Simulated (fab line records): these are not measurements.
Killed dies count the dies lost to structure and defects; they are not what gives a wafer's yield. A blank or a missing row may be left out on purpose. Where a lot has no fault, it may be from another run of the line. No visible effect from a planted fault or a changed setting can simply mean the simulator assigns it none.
fab line records | flow sky130
record: lots: 7 wafers: 19 last_day: 50
route steps=708 shown LI_CONTACT@371 LOCAL_INTERCONNECT@387 PAD_OPEN@708
lots that met no fault: taken from a fault-free run of the same line
start_h: hours from the record's first day to the start of the lot's first wafer shown | wait_h: hours since the lot's step before | " the same as in the row above | L1.1+2: a row that stands for several wafers | - no value present, or no start provided | * or withheld: withheld | < > ~ a bound
route shown NAME@n: NAME is a module with steps in the file, n the number in the route of the first one | usual: mean/standard deviation taken from wafers without a fault | same: alike in all rows | chamber/n: place in a boat | sites: per-site readings | _std_site: standard deviation of those values | _edge_site: mean of outer sites minus mean of inner sites | radius_mm: for every site, how far away it sits from the centre of the wafer | mask NAME#n: copy n | behind: the tool/chamber that last shaped the wafer | hold: what put the lot on hold/how long, in hours/how the hold closed | device: transistor that didn't switch, given as n, p or np | end of line: tests run on the same wafers once the route is complete | step lacking rows: just its recipe | killed: dies lost to structure and defects at the first sort, not the wafer's yield | map: per-die view of a wafer (x killed, . not killed, _ where there is no die)
set.NAME: the setting that was run; set.NAME@STEP: the one run at that earlier step | model.NAME: the simulator's own value behind a step, which no gauge read
a table for each step, a row for each wafer; lots at some steps of the route
services: the hour from which a tool's chamber was out of use, counted from the record's first day as start_h (under 0 if before that day), plus the number of hours and why
== steps ==
step: SKY_LI_CONTACT_EXPOSE_09
recipe: mask_id: LICM1 na: 0.8 source_shape: annular sigma_inner: 0.55 sigma_outer: 0.85 target_cd_nm: 170 dose_mj: 38
step: SKY_LI_CONTACT_PEB_10
recipe: peb_temp_c: withheld peb_time_s: withheld resist: KrF-thick
step: SKY_LI_CONTACT_DEVELOP_11
recipe: develop_time_s: 60 resist: KrF-thick dev_temp_c: 21
step: SKY_LI_CONTACT_CD_MEAS_12
recipe: target_cd_nm: 170
usual: cd_nm: 170.1/1.6
columns lot.wafer tool chamber start_h wait_h cd_nm
L917.1 cd_sem-02 - 679.64 - 169.0
L917.2 " - " " 169.3
L917.4 " - " " 169.0
L923.2 cd_sem-02 - 738.37 - 173.4
L923.3 " - " " 172.5
L923.6 " - " " 173.4
L931.2 cd_sem-01 - 789.72 - 171.2
L931.3 " - " " 170.5
L932.2 cd_sem-02 - 803.61 - 173.5
L932.3 " - " " 172.8
L933.2 cd_sem-02 - 807.87 - 170.5
L933.3 " - " " 170.1
L933.4 " - " " 169.1
L936.1 cd_sem-02 - 827.49 - 172.0
L936.2 " - " " 171.0
L936.5 " - " " 171.3
L939.2 cd_sem-01 - 846.89 - 170.0
L939.3 " - " " 167.9
L939.6 " - " " 169.5
step: SKY_LI_CONTACT_OVL_MEAS_13
usual: LI_CONTACT_OVL: 0/5.3
columns lot.wafer tool chamber start_h wait_h LI_CONTACT_OVL[nm]
L917.1 overlay-02 - 679.76 0.1 0
L917.2 " - " " 1
L917.4 " - " " -1
L923.2 overlay-01 - 738.47 0.1 -7
L923.3 " - " " 2
L923.6 " - " " 3
L931.2 overlay-02 - 789.82 0.1 9
L931.3 " - " " 6
L932.2 overlay-02 - 803.71 0.1 6
L932.3 " - " " -3
L933.2 overlay-02 - 807.97 0.1 -1
L933.3 " - " " -3
L933.4 " - " " 4
L936.1 overlay-02 - 827.61 0.1 -5
L936.2 " - " " 3
L936.5 " - " " 3
L939.2 overlay-01 - 847.00 0.1 6
L939.3 " - " " -2
L939.6 " - " " 9
step: SKY_LI_CONTACT_ETCH_14
recipe: chemistry: N2/H2 target: BARC ion_energy_ev: 200 source_w: 500 bias_w: 100 pressure_mtorr: 30 n2_flow_sccm: 100 h2_flow_sccm: 200 stop_on: SiO2 time_s: 45.9 target_depth_a: 600
usual: chamber_pressure_mTorr: 30.001/0.026 drypump_motor_current_A: 5.6/0.54 oes_product_au: 0.855/0.0047 throttle_valve_pct: 13.225/0.0092
columns lot.wafer tool chamber start_h wait_h chamber_pressure_mTorr drypump_motor_current_A oes_product_au rf_hours_counter_h throttle_valve_pct
L917.1 rie_diel-03 3 679.79 0.0 30.005 6.4 0.859 8 13.237
L917.2 " 2 " " 29.984 4.9 0.858 21 13.230
L917.4 " 0 " " 30.042 4.7 0.855 7 13.227
L923.2 rie_diel-03 3 738.50 0.0 30.000 6.4 0.856 9 13.230
L923.3 " 0 " " 30.007 4.7 0.858 8 13.223
L923.6 " 2 " " 30.038 4.9 0.852 - 13.242
L931.2 rie_diel-04 3 789.85 0.0 29.980 5.7 0.860 10 13.217
L931.3 " 2 " " 30.015 6.0 0.856 9 13.222
L932.2 rie_diel-03 3 803.74 0.0 29.996 6.4 0.857 11 13.216
L932.3 " 2 " " 30.027 5.0 0.857 25 13.219
L933.2 rie_diel-01 1 808.00 0.0 29.963 5.4 0.860 9 13.220
L933.3 " 3 " " 30.007 6.0 0.848 21 13.222
L933.4 " 0 " " 30.027 5.7 0.863 3 13.230
L936.1 rie_diel-03 2 827.64 0.0 29.974 5.0 0.851 25 13.211
L936.2 " 0 " " 29.967 4.7 0.860 10 13.233
L936.5 " 2 " " 30.018 5.0 0.856 - 13.214
L939.2 rie_diel-03 3 847.03 0.0 29.984 6.4 0.852 13 13.214
L939.3 " 0 " " 30.063 4.7 0.858 11 13.222
L939.6 " 2 " " 29.988 4.9 0.859 - 13.219
step: SKY_LI_CONTACT_ETCH_15
recipe: target: PSG chemistry: C4F8/O2/Ar stop_on: Si taper_deg: 4.15 mask_material: KrF-thick source_w: 1500 bias_w: 1200 pressure_mtorr: 40 c4f8_flow_sccm: withheld O2_flow_sccm: 6 Ar_flow_sccm: 300 time_s: withheld target_depth_a: 6000
usual: chamber_pressure_mTorr: 40.00/0.038 oes_product_au: 0.838/0.0049
columns lot.wafer tool chamber start_h wait_h chamber_pressure_mTorr oes_product_au
L917.1 rie_diel-03 3 679.84 0.0 40.06 0.844
L917.2 " 2 " " 39.99 0.836
L917.4 " 0 " " 39.96 0.839
L923.2 rie_diel-03 3 738.55 0.0 40.03 0.838
L923.3 " 0 " " 39.98 0.844
L923.6 " 2 " " 39.96 0.835
L931.2 rie_diel-04 3 789.90 0.0 40.01 0.837
L931.3 " 2 " " 39.98 0.837
L932.2 rie_diel-03 3 803.79 0.0 39.97 0.834
L932.3 " 2 " " 40.01 0.852
L933.2 rie_diel-01 1 808.05 0.0 40.04 0.839
L933.3 " 3 " " 40.05 0.838
L933.4 " 0 " " 40.00 0.852
L936.1 rie_diel-03 2 827.69 0.0 40.04 0.837
L936.2 " 0 " " 40.02 0.834
L936.5 " 2 " " 40.05 0.841
L939.2 rie_diel-03 3 847.07 0.0 40.02 0.836
L939.3 " 0 " " 39.99 0.832
L939.6 " 2 " " 39.99 0.835
step: SKY_LI_CONTACT_STRIP_16
recipe: chemistry: O2/N2 power_w: 1400 pressure_mtorr: 1500 platen_temp_c: withheld o2_flow_sccm: 3000 n2_flow_sccm: 300 overash_fraction: 0.5
usual: chamber_pressure_mTorr: 1499.9/1.4 drypump_motor_current_A: 5.7/0.34 oes_product_au: 0.375/0.0045 strip_time_to_endpoint_s: 3.486/0.025
columns lot.wafer tool chamber start_h wait_h chamber_pressure_mTorr drypump_motor_current_A oes_product_au rf_hours_counter_h strip_time_to_endpoint_s
L917.1 plasma_asher-04 1 679.92 - 1498.6 5.7 0.375 80 3.453
L917.2 " 0 " " 1501.2 6.1 0.380 80 3.470
L917.4 " 1 " " 1502.8 5.7 0.374 - 3.452
L923.2 plasma_asher-01 1 738.63 - 1501.8 5.5 0.371 33 3.467
L923.3 " 0 " " 1500.9 5.1 0.375 - 3.488
L923.6 " 0 " " 1500.8 5.1 0.371 - 3.480
L931.2 plasma_asher-02 0 789.98 - 1501.6 5.6 0.373 5 3.480
L931.3 " 1 " " 1500.7 5.2 0.379 - 3.536
L932.2 plasma_asher-02 0 803.87 - 1501.3 5.6 0.384 7 3.507
L932.3 " 0 " " 1502.0 5.6 0.380 - 3.523
L933.2 plasma_asher-04 1 808.13 - 1499.7 5.7 0.367 93 3.474
L933.3 " 1 " " 1500.7 5.7 0.373 - 3.522
L933.4 " 0 " " 1498.0 6.1 0.375 - 3.461
L936.1 plasma_asher-04 1 827.77 - 1502.9 5.6 0.371 96 3.473
L936.2 " 0 " " 1500.1 6.2 0.370 96 3.493
L936.5 " 1 " " 1500.9 5.6 0.380 - 3.488
L939.2 plasma_asher-04 0 847.15 - 1499.7 6.1 0.373 97 3.478
L939.3 " 1 " " 1499.5 5.7 0.382 - 3.474
L939.6 " 0 " " 1500.9 6.2 0.378 - 3.485
step: SKY_LI_CONTACT_CLEAN_17
recipe: chemistry: NMP time_s: 600 temp_c: 60 dry: n2_spin
step: SKY_LI_CONTACT_PRE_CLEAN_18
recipe: gas: Ar time_s: 5.6 bias_v: 358
step: SKY_LI_CONTACT_SPUTTER_19
recipe: material: Ti target_thk_nm: 20 chamber_pressure_pa: 5 power_w: 2500 substrate_temp_c: 200 time_s: 106.37
usual: substrate_temp_c: 200.00/0.17 throttle_valve_pct: 30.2/0.66
columns lot.wafer tool chamber start_h wait_h substrate_temp_c throttle_valve_pct
L917.1 pvd_sputter-03 - 680.22 0.0 200.15 30.7
L917.2 " - " " 200.41 30.7
L917.4 " - " " 200.04 30.4
L923.2 pvd_sputter-01 - 738.93 0.0 199.94 28.8
L923.3 " - " " 200.27 30.7
L923.6 " - " " 200.31 30.5
L931.2 pvd_sputter-04 - 790.29 0.0 199.94 30.1
L931.3 " - " " 199.82 29.9
L932.2 pvd_sputter-04 - 804.17 0.0 199.86 29.0
L932.3 " - " " 199.83 30.2
L933.2 pvd_sputter-04 - 808.43 0.0 200.08 29.7
L933.3 " - " " 199.73 29.8
L933.4 " - " " 199.92 29.0
L936.1 pvd_sputter-04 - 828.07 0.0 199.97 31.1
L936.2 " - " " 199.94 28.7
L936.5 " - " " 199.96 30.2
L939.2 pvd_sputter-03 - 847.45 0.0 200.02 30.7
L939.3 " - " " 200.12 30.3
L939.6 " - " " 199.98 30.9
step: SKY_LI_CONTACT_SPUTTER_20
recipe: material: TiN target_thk_nm: 20 chamber_pressure_pa: 5 power_w: 4000 time_s: 80
usual: throttle_valve_pct: 30.3/0.64
columns lot.wafer tool chamber start_h wait_h throttle_valve_pct
L917.1 pvd_sputter-03 - 680.29 0.0 30.7
L917.2 " - " " 30.8
L917.4 " - " " 30.6
L923.2 pvd_sputter-01 - 739.00 0.0 29.0
L923.3 " - " " 30.7
L923.6 " - " " 30.7
L931.2 pvd_sputter-04 - 790.37 0.0 30.1
L931.3 " - " " 29.6
L932.2 pvd_sputter-04 - 804.24 0.0 28.9
L932.3 " - " " 30.0
L933.2 pvd_sputter-04 - 808.50 0.0 29.6
L933.3 " - " " 30.1
L933.4 " - " " 28.5
L936.1 pvd_sputter-04 - 828.14 0.0 31.0
L936.2 " - " " 29.0
L936.5 " - " " 30.1
L939.2 pvd_sputter-03 - 847.53 0.0 30.6
L939.3 " - " " 30.7
L939.6 " - " " 30.6
step: SKY_LI_CONTACT_CVD_21
recipe: material: W target_thk_nm: 400 time_s: 120.56 temp_c: 400 pressure_torr: 40
usual: heater_power_outer_w: 522/42 heater_power_w: 840/66
columns lot.wafer tool chamber start_h wait_h heater_power_outer_w heater_power_w model.W_of_LI_CONTACT_CVD_21.thk_nm
L917.1 cvd_w-01 1 680.35 0.0 465 735 396.1
L917.2 " 0 " " 548 849 397.5
L917.4 " 1 " " 462 736 394.8
L923.2 cvd_w-01 0 739.06 0.0 557 873 402.7
L923.3 " 0 " " 539 867 400.5
L923.6 " 0 " " 554 893 404.1
L931.2 cvd_w-01 0 790.43 0.0 552 883 278.1
L931.3 " 1 " " 466 734 271.2
L932.2 cvd_w-01 0 804.30 0.0 550 881 278.8
L932.3 " 1 " " 463 745 276
L933.2 cvd_w-01 1 808.56 0.0 452 761 277
L933.3 " 0 " " 548 861 283.4
L933.4 " 1 " " 453 744 396.1
L936.1 cvd_w-02 1 828.20 0.0 525 939 398.3
L936.2 " 0 " " 571 894 401.9
L936.5 " 1 " " 521 902 398.2
L939.2 cvd_w-02 1 847.59 0.0 528 923 400.3
L939.3 " 1 " " 543 915 400.7
L939.6 " 1 " " 538 921 399.5
step: SKY_LI_CONTACT_RS_MEAS_22
recipe: thk_meas_gauge: four-point-probe reads: W_of_LI_CONTACT_CVD_21+TiN_of_LI_CONTACT_SPUTTER_20+Ti_of_LI_CONTACT_SPUTTER_19
usual: LI_CONTACT_W_RS: 0.2871/0.0026
columns lot.wafer tool chamber start_h wait_h LI_CONTACT_W_RS[ohm/sq]
L917.1 film_metro-01 - 680.48 0.1 0.2870
L917.2 " - " " 0.2856
L917.4 " - " " 0.2883
L923.2 film_metro-03 - 739.21 0.1 0.2840
L923.3 " - " " 0.2849
L923.6 " - " " 0.2823
L931.2 film_metro-01 - 790.57 0.1 0.4091
L931.3 " - " " 0.4201
L932.2 film_metro-01 - 804.45 0.1 0.4098
L932.3 " - " " 0.4121
L933.2 film_metro-04 - 808.71 0.1 0.4118
L933.3 " - " " 0.4022
L933.4 " - " " 0.2878
L936.1 film_metro-03 - 828.33 0.1 0.2860
L936.2 " - " " 0.2837
L936.5 " - " " 0.2862
L939.2 film_metro-04 - 847.73 0.1 0.2843
L939.3 " - " " 0.2836
L939.6 " - " " 0.2847
step: SKY_LI_CONTACT_THK_MEAS_23
recipe: thk_meas_gauge: xrf reads: W_of_LI_CONTACT_CVD_21
usual: LI_CONTACT_W_THK: 403/6.2
columns lot.wafer tool chamber start_h wait_h LI_CONTACT_W_THK[nm]
L917.1 film_metro-01 - 680.60 0.1 403
L917.2 " - " " 402
L917.4 " - " " 399
L923.2 film_metro-03 - 739.32 0.1 411
L923.3 " - " " 411
L923.6 " - " " 415
L931.2 film_metro-01 - 790.68 0.1 279
L931.3 " - " " 272
L932.2 film_metro-01 - 804.56 0.1 279
L932.3 " - " " 277
L933.2 film_metro-04 - 808.82 0.1 283
L933.3 " - " " 291
L933.4 " - " " 409
L936.1 film_metro-03 - 828.45 0.1 407
L936.2 " - " " 408
L936.5 " - " " 404
L939.2 film_metro-04 - 847.84 0.1 412
L939.3 " - " " 408
L939.6 " - " " 409
step: SKY_LI_CONTACT_CMP_24
recipe: stop_on: PSG t_overpolish_s: 20 down_force_psi: 3.5 platen_rpm: 60 target_thk_nm: 0 pad_velocity_m_s: 0.94248
usual: motor_current_A: 11.0/0.99 time_to_endpoint_s: 94/3.7
columns lot.wafer tool chamber start_h wait_h motor_current_A time_to_endpoint_s
L917.4 cmp-02 0 680.66 0.0 11.9 99
L917.1 " 1 " " 11.7 99
L917.2 " 3 " " 10.4 96
L923.3 cmp-02 1 739.37 0.0 11.5 100
L923.2 " 0 " " 11.5 99
L923.6 " 1 " " 11.5 100
L931.2 cmp-01 0 791.03 0.3 11.6 62
L931.3 " 1 " " 10.4 62
L932.2 cmp-01 3 804.61 0.0 8.9 60
L932.3 " 1 " " 10.2 57
L933.4 cmp-01 1 808.87 0.0 10.2 89
L933.3 " 2 " " 11.9 66
L933.2 " 0 " " 11.5 60
L936.2 cmp-02 2 828.51 0.0 11.5 97
L936.1 " 0 " " 11.7 95
L936.5 " 2 " " 11.8 95
L939.3 cmp-02 2 847.94 0.1 10.7 94
L939.2 " 0 " " 12.3 102
L939.6 " 2 " " 12.1 100
step: SKY_LOCAL_INTERCONNECT_SPUTTER_00
recipe: material: TiN target_thk_nm: 100 temp_c: 300 power_w: 6500 time_s: 83.3 chamber_pressure_pa: 0.4
step: SKY_PAD_OPEN_PROBE_99
usual: killed_at_M0_to_M3: 43/6.5 killed_at_M4_up: 3.5/1.9 killed_at_contacts: 24/5.4 killed_at_front_end: 16/4.8 killed_at_other: 0.4/0.64 killed_dies: 87/9.4 killed_open: 47/7 killed_short: 40/6.3
same: gross_dies: 492 killed_at_back_side: 0
columns lot.wafer tool chamber start_h wait_h killed_at_M0_to_M3 killed_at_M4_up killed_at_contacts killed_at_front_end killed_at_other killed_dies killed_open killed_short
L933.2 prober-01 - 1168.36 0.1 38 4 23 17 0 82 47 34
L933.3 prober-01 - 1168.41 0.2 42 3 15 9 0 69 35 34
L933.4 prober-01 - 1168.46 0.2 43 3 20 13 0 79 46 31
killed by level:class
L933.2 CONTACT:geometric_particle:open=9 VIA2:geometric_particle:open=6 VIA1:geometric_particle:open=6 LI_CONTACT:geometric_particle:open=5 POLY_GATE:geometric_particle:open=4 POLY_GATE:geometric_particle:short=4 CONTACT:geometric_particle:short=4 VIA1:geometric_particle:short=4
L933.3 VIA2:geometric_particle:open=7 CONTACT:geometric_particle:short=6 VIA3:geometric_particle:open=6 METAL3:geometric_particle:short=5 VIA1:geometric_particle:open=5 METAL2:geometric_particle:open=4 METAL2:geometric_particle:short=4 VIA3:geometric_particle:short=4
L933.4 VIA2:geometric_particle:open=11 CONTACT:geometric_particle:open=9 METAL2:geometric_particle:short=9 VIA1:geometric_particle:open=8 FIELD_ISO:geometric_particle:short=4 VIA3:geometric_particle:open=4 LI_CONTACT:geometric_particle:open=4 FIELD_ISO:geometric_particle:open=3
== services ==
columns tool chamber start_h hours kind
pvd_sputter-04 - 669.81 3.9 repair
cvd_w-01 - 683.55 14.6 pm
plasma_asher-04 - 698.60 1.9 repair
cmp-01 - 699.72 1.4 repair
cvd_w-01 - 700.39 6.9 pm
cmp-02 - 701.28 0.3 repair
pvd_sputter-03 - 705.14 1.5 repair
cvd_w-01 1 707.48 3.2 repair
cvd_w-01 0 728.48 1.9 repair
pvd_sputter-04 - 732.53 12.1 repair
pvd_sputter-03 - 736.49 4.8 repair
plasma_asher-04 - 739.16 1.3 repair
cmp-02 - 743.57 1.6 repair
rie_diel-03 - 771.29 2.8 pm
cvd_w-01 - 774.71 8.2 repair
cmp-02 - 786.64 30.2 repair
rie_diel-03 0 790.85 2.9 repair
cmp-02 - 804.44 1.9 repair
pvd_sputter-04 - 808.60 3.7 repair
cvd_w-01 1 811.77 9.8 repair
cmp-02 - 815.79 3.2 repair
plasma_asher-04 - 817.59 1.6 repair
rie_diel-03 1 836.31 4.3 repair
plasma_asher-04 - 839.36 3.5 repair
== key ==
first_sign: step: SKY_LI_CONTACT_RS_MEAS_22 reading: LI_CONTACT_W_RS direction: up sigmas: 47 usual: 0.2871 struck: 0.4108
effect: step: SKY_LI_CONTACT_THK_MEAS_23 reading: LI_CONTACT_W_THK direction: down sigmas: 20 usual: 403 struck: 280
effect: step: SKY_LI_CONTACT_CMP_24 reading: time_to_endpoint_s direction: down sigmas: 9.1 usual: * struck: *
model_effect: step: SKY_LI_CONTACT_CVD_21 value: W_of_LI_CONTACT_CVD_21.thk_nm without: 396.8 struck: 277.4
met_at SKY_LI_CONTACT_CVD_21
struck_wafers L931.2,L931.3,L932.2,L932.3,L933.2,L933.3
tester_left_out L931,L932,L933
onset_between 739.06 790.43
fault: kind: process_parameter_drift tool: cvd_w-01 chamber: - onset_h: 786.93 steps: SKY_LI_CONTACT_CVD_21 channel: target_thk_nm offset: -120.06 shape: step end_h: 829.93 scope: struck_wafers_only acts_in: these_recipes_only stated: 400
tester_left_out: of these lots the tester's yield and bins aren't shown, on N5 and GAA mostly nor the transistor test; their killed dies are dies lost to structure and defects alone, not to doping, threshold or leakage, so they don't give the yield
